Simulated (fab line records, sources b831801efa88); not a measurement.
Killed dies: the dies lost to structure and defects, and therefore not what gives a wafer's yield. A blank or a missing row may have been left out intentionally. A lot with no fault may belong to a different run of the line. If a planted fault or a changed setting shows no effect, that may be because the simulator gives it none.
fab line records ; flow sky130
record: lots: 13; wafers: 39; lastDay: 50
route steps=708 shown VIA4@639
lots untouched by any fault: they come from a run of this same line in which no faults occurred
startH: the number of hours between the record's first day and the start of the first shown wafer of the lot ; waitH: hours from the lot's prior step to this one ; " same as the row above ; L1.1+2: several wafers, shown together as one row ; - either no value or no given start ; * or withheld: withheld ; < > ~ a bound
route shown NAME@n: a module of which the file shows steps, and the number in the route of the first ; usual: mean/standard deviation taken from wafers without a fault ; same: alike in all rows ; chamber/n: place in a boat ; sites: the reading at each site ; _std_site: standard deviation of those values ; _edge_site: outer sites' mean less inner sites' ; radiusMm: for every site, how far away it sits from the centre of the wafer ; mask NAME#n: copy n ; behind: the tool/chamber that last shaped the wafer ; hold: the reason the lot was held/the length of the hold in hours/how it ended ; device: which transistor (n, p or np) failed to switch ; end of line: the tests these same wafers got at the end of their route ; a step with no rows: only its recipe ; killed: dies that structure and defects cost at the first sort, which is not the same as the wafer's yield ; map: dies across one wafer; x = killed, . = not, _ = none there
set.NAME: the setting as run; set.NAME@STEP: as run at that earlier step ; model.NAME: the simulator's own value behind a step, which no gauge read
one table for each step of the route and one row for each wafer, over a sample of lots
services: when a tool's chamber went out of use (startH, in hours from the record's first day, below 0 if earlier), for how many hours, and the reason
== steps ==
step: SKY_VIA4_HDPCVD_00
recipe: material: SiO2; targetThkNm: 1750; sigmaOpenFrac: 0.3; timeS: 291.7; tempC: 400; sih4FlowSccm: 60; pressureMtorr: 6
usual: runLengthS: 319.7/0.38
lot.wafer;tool;chamber;startH;waitH;runLengthS
L736.3;hdpcvd-02;2;969.61;0.0;320.2
L736.4;hdpcvd-02;1;969.61;0.0;319.6
L736.5;hdpcvd-02;2;969.61;0.0;320.2
L737.3;hdpcvd-02;0;980.20;0.0;319.6
L737.5;hdpcvd-02;0;980.20;0.0;319.6
L737.6;hdpcvd-02;1;980.20;0.0;319.2
L738.3;hdpcvd-02;0;984.64;0.0;319.5
L738.4;hdpcvd-02;1;984.64;0.0;319.3
L738.6;hdpcvd-02;0;984.64;0.0;319.7
L739.2;hdpcvd-02;2;992.35;0.0;319.9
L739.4;hdpcvd-02;1;992.35;0.0;319.6
L739.6;hdpcvd-02;2;992.35;0.0;320.5
L741.1;hdpcvd-01;0;1010.20;0.0;319.8
L741.4;hdpcvd-01;1;1010.20;0.0;319.1
L741.6;hdpcvd-01;2;1010.20;0.0;319.7
L742.4;hdpcvd-02;2;1015.65;0.1;319.8
L742.5;hdpcvd-02;1;1015.65;0.1;319.4
L742.6;hdpcvd-02;0;1015.65;0.1;400.7
L750.1;hdpcvd-02;0;1073.25;0.0;319.7
L750.5;hdpcvd-02;0;1073.25;0.0;320.5
L750.6;hdpcvd-02;2;1073.25;0.0;319.9
L751.1;hdpcvd-01;2;1079.99;0.0;319.6
L751.2;hdpcvd-01;0;1079.99;0.0;319.5
L751.4;hdpcvd-01;2;1079.99;0.0;319.9
L754.3;hdpcvd-02;2;1094.82;0.0;319.9
L754.4;hdpcvd-02;0;1094.82;0.0;320.1
L754.6;hdpcvd-02;2;1094.82;0.0;319.7
L755.1;hdpcvd-02;0;1099.65;0.0;319.4
L755.2;hdpcvd-02;2;1099.65;0.0;320.4
L755.3;hdpcvd-02;1;1099.65;0.0;319.7
L756.1;hdpcvd-02;0;1110.53;0.0;320.1
L756.2;hdpcvd-02;1;1110.53;0.0;320.0
L756.4;hdpcvd-02;2;1110.53;0.0;319.8
L757.2;hdpcvd-02;1;1111.29;0.0;319.1
L757.4;hdpcvd-02;2;1111.29;0.0;319.7
L757.6;hdpcvd-02;1;1111.29;0.0;319.2
L758.1;hdpcvd-01;0;1112.08;0.0;319.5
L758.4;hdpcvd-01;1;1112.08;0.0;319.5
L758.6;hdpcvd-01;2;1112.08;0.0;319.9
step: SKY_VIA4_THK_MEAS_01
recipe: reads: SiO2_of_VIA4_HDPCVD_00
usual: VIA4_HDPCVD_THK: 1754/20
lot.wafer;tool;chamber;startH;waitH;VIA4_HDPCVD_THK[nm]
L736.3;filmMetro-04;-;969.81;0.1;1778
L736.4;filmMetro-04;-;969.81;0.1;1725
L736.5;filmMetro-04;-;969.81;0.1;1801
L737.3;filmMetro-01;-;980.40;0.1;1771
L737.5;filmMetro-01;-;980.40;0.1;1771
L737.6;filmMetro-01;-;980.40;0.1;1746
L738.3;filmMetro-01;-;984.84;0.1;1788
L738.4;filmMetro-01;-;984.84;0.1;1768
L738.6;filmMetro-01;-;984.84;0.1;1777
L739.2;filmMetro-01;-;992.54;0.1;1746
L739.4;filmMetro-01;-;992.54;0.1;1739
L739.6;filmMetro-01;-;992.54;0.1;1764
L741.1;filmMetro-04;-;1010.38;0.1;1742
L741.4;filmMetro-04;-;1010.38;0.1;1732
L741.6;filmMetro-04;-;1010.38;0.1;1726
L742.4;filmMetro-01;-;1015.77;0.0;1757
L742.5;filmMetro-01;-;1015.77;0.0;1766
L742.6;filmMetro-01;-;1015.77;0.0;2269
L750.1;filmMetro-04;-;1073.43;0.1;1746
L750.5;filmMetro-04;-;1073.43;0.1;1765
L750.6;filmMetro-04;-;1073.43;0.1;1744
L751.1;filmMetro-01;-;1080.16;0.1;1735
L751.2;filmMetro-01;-;1080.16;0.1;1778
L751.4;filmMetro-01;-;1080.16;0.1;1736
L754.3;filmMetro-02;-;1095.02;0.1;1753
L754.4;filmMetro-02;-;1095.02;0.1;1747
L754.6;filmMetro-02;-;1095.02;0.1;1763
L755.1;filmMetro-01;-;1099.83;0.1;1754
L755.2;filmMetro-01;-;1099.83;0.1;1756
L755.3;filmMetro-01;-;1099.83;0.1;1776
L756.1;filmMetro-02;-;1110.71;0.1;1763
L756.2;filmMetro-02;-;1110.71;0.1;1774
L756.4;filmMetro-02;-;1110.71;0.1;1776
L757.2;filmMetro-04;-;1111.48;0.1;1751
L757.4;filmMetro-04;-;1111.48;0.1;1778
L757.6;filmMetro-04;-;1111.48;0.1;1754
L758.1;filmMetro-02;-;1112.25;0.1;1731
L758.4;filmMetro-02;-;1112.25;0.1;1764
L758.6;filmMetro-02;-;1112.25;0.1;1731
== services ==
tool;chamber;startH;hours;kind
hdpcvd-02;-;950.25;15.0;pm
hdpcvd-02;0;950.25;17.9;ventCycle
hdpcvd-02;1;950.25;17.9;ventCycle
hdpcvd-02;2;950.25;17.9;ventCycle
hdpcvd-02;-;952.59;1.8;repair
hdpcvd-02;-;963.06;5.1;repair
hdpcvd-02;0;965.25;-;clean
hdpcvd-02;1;965.25;-;clean
hdpcvd-02;2;965.25;-;clean
hdpcvd-02;0;1048.31;7.3;repair
hdpcvd-02;-;1056.31;1.7;repair
== key ==
firstSign: step: SKY_VIA4_HDPCVD_00; reading: runLengthS; direction: up; sigmas: 99+; usual: *; struck: *
effect: step: SKY_VIA4_THK_MEAS_01; reading: VIA4_HDPCVD_THK; direction: up; sigmas: 25; usual: 1754; struck: 2269
metAt SKY_VIA4_HDPCVD_00
struckLots L742
struckWafers L742.6
onsetBetween 984.64 1015.65
fault: kind: processParameterDrift; tool: hdpcvd-02; chamber: 0; onsetH: 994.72; steps: SKY_VIA4_HDPCVD_00; channel: timeS; offset: *; shape: step; endH: 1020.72; actsIn: *; stated: *
